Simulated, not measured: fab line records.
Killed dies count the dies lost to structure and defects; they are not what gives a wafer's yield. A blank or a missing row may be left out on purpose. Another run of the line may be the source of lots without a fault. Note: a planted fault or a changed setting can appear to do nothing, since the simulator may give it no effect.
Chamber matching -- flow gf180mcu -- GF_SAB_CVD_00 on pecvd-04 has 3 sister chambers
The step deposits SiO2 from TEOS, target thk 50 nm, time 4.9302 s. 16 wafers are shown with their chamber, then 8 later ones without.

## WAFERS WITH THEIR CHAMBER
wafer,chamber,heaterPowerW (W),rfFwdPowerW (W)
L491.1,2,562,588.3
L491.5,2,565,591.0
L491.6,1,720,587.1
L492.1,2,610,586.8
L492.4,0,721,586.2
L492.6,1,585,584.0
L496.2,0,685,591.1
L496.3,1,719,588.2
L496.4,0,675,593.1
L497.1,0,739,590.8
L497.5,0,740,589.1
L497.6,1,740,584.3
L499.3,1,614,585.2
L499.5,1,631,583.1
L499.6,0,598,586.3
L510.1,0,741,591.9

SIGNATURES, as means of the wafers listed above
reading,chamber 0,chamber 1,chamber 2,scatter within a chamber
heaterPowerW,699.86,668.17,579.00,55.2
rfFwdPowerW,589.786,585.317,588.700,2.35
Rule: distance of a wafer from a chamber = root of the sum over the readings of ((wafer's reading minus chamber's mean) / reading's scatter) squared. The wafer belongs to the nearest chamber; if the next one is less than 2 further off, it can't be placed. The scatter is the square root of a quotient: the sum, over the shown wafers, of each reading's squared deviation from its chamber's mean, divided by wafers minus chambers.

## WAFERS WITHOUT THEIR CHAMBER
wafer,heaterPowerW (W),rfFwdPowerW (W)
L510.2,692,583.7
L510.6,735,590.1
L509.3,731,589.2
L509.5,720,588.2
L509.6,644,584.7
L511.2,603,587.5
L511.3,755,592.2
L511.4,604,585.9

## CHAMBER TAKEN BY EACH
wafer,from the rows above,in truth
L510.2,can't be placed: 1 or 0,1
L510.6,can't be placed: 0 or 1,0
L509.3,can't be placed: 0 or 1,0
L509.5,can't be placed: 0 or 1 or 2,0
L509.6,can't be placed: 1 or 2 or 0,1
L511.2,can't be placed: 2 or 1 or 0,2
L511.3,can't be placed: 0 or 1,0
L511.4,can't be placed: 1 or 2 or 0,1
Correct placement for 0 of the 8. Unplaceable from these rows: 8, with the true chamber sitting among the candidates in 8. Number placed wrongly: 0.
